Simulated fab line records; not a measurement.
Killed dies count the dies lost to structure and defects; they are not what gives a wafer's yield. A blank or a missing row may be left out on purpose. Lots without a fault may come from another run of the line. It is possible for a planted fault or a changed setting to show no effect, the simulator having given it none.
Chamber matching || flow gf180mcu || GF_V2_CVD_02 on pecvd-04 has 3 sister chambers
The step deposits SiO2 from TEOS, target thk 850 nm, time 94.851 s. 6 wafers are shown with their chamber, then 8 later ones without.

== WAFERS, EACH WITH ITS CHAMBER ==
{"wafer": "L079.2", "chamber": 1, "heater-power-w (W)": 611, "rf-fwd-power-W (W)": 597.7}
{"wafer": "L082.1", "chamber": 1, "heater-power-w (W)": 616, "rf-fwd-power-W (W)": 598.2}
{"wafer": "L082.5", "chamber": 0, "heater-power-w (W)": 695, "rf-fwd-power-W (W)": 594.0}
{"wafer": "L087.3", "chamber": 0, "heater-power-w (W)": 701, "rf-fwd-power-W (W)": 594.0}
{"wafer": "L087.4", "chamber": 2, "heater-power-w (W)": 901, "rf-fwd-power-W (W)": 596.5}
{"wafer": "L088.1", "chamber": 2, "heater-power-w (W)": 845, "rf-fwd-power-W (W)": 596.7}

== WAFERS WITH NO CHAMBER GIVEN ==
{"wafer": "L088.4", "heater-power-w (W)": 879, "rf-fwd-power-W (W)": 594.3}
{"wafer": "L088.5", "heater-power-w (W)": 594, "rf-fwd-power-W (W)": 594.4}
{"wafer": "L092.3", "heater-power-w (W)": 530, "rf-fwd-power-W (W)": 597.0}
{"wafer": "L092.4", "heater-power-w (W)": 872, "rf-fwd-power-W (W)": 595.0}
{"wafer": "L092.5", "heater-power-w (W)": 569, "rf-fwd-power-W (W)": 595.0}
{"wafer": "L097.1", "heater-power-w (W)": 657, "rf-fwd-power-W (W)": 597.1}
{"wafer": "L097.3", "heater-power-w (W)": 600, "rf-fwd-power-W (W)": 594.8}
{"wafer": "L097.5", "heater-power-w (W)": 680, "rf-fwd-power-W (W)": 597.2}

== THE CHAMBER EACH PASSED THROUGH ==
{"wafer": "L088.4", "from the rows above": 0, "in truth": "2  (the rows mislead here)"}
{"wafer": "L088.5", "from the rows above": 0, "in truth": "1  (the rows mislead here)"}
{"wafer": "L092.3", "from the rows above": 1, "in truth": 1}
{"wafer": "L092.4", "from the rows above": "can't be placed: 2 or 0", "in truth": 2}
{"wafer": "L092.5", "from the rows above": 0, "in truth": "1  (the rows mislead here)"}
{"wafer": "L097.1", "from the rows above": 1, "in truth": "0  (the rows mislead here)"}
{"wafer": "L097.3", "from the rows above": 0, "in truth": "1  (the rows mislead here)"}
{"wafer": "L097.5", "from the rows above": 1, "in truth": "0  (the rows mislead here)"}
1 of 8 placed correctly. These rows do not allow placing 1 (true chamber among the candidates in 1). Wrongly placed: 6.
How it was worked out, from the rows above alone: a wafer's distance from a chamber is the root of the sum, over the readings, of the square of ((its reading less the chamber's mean) divided by the reading's scatter). The wafer belongs to the nearest chamber; if the next one is less than 2 further off, it can't be placed. A chamber's mean is the mean of its shown wafers. How the scatter is found: for the shown wafers, subtract from each reading the mean of its chamber, square and add these, divide the total by (wafers less chambers), then take the root.
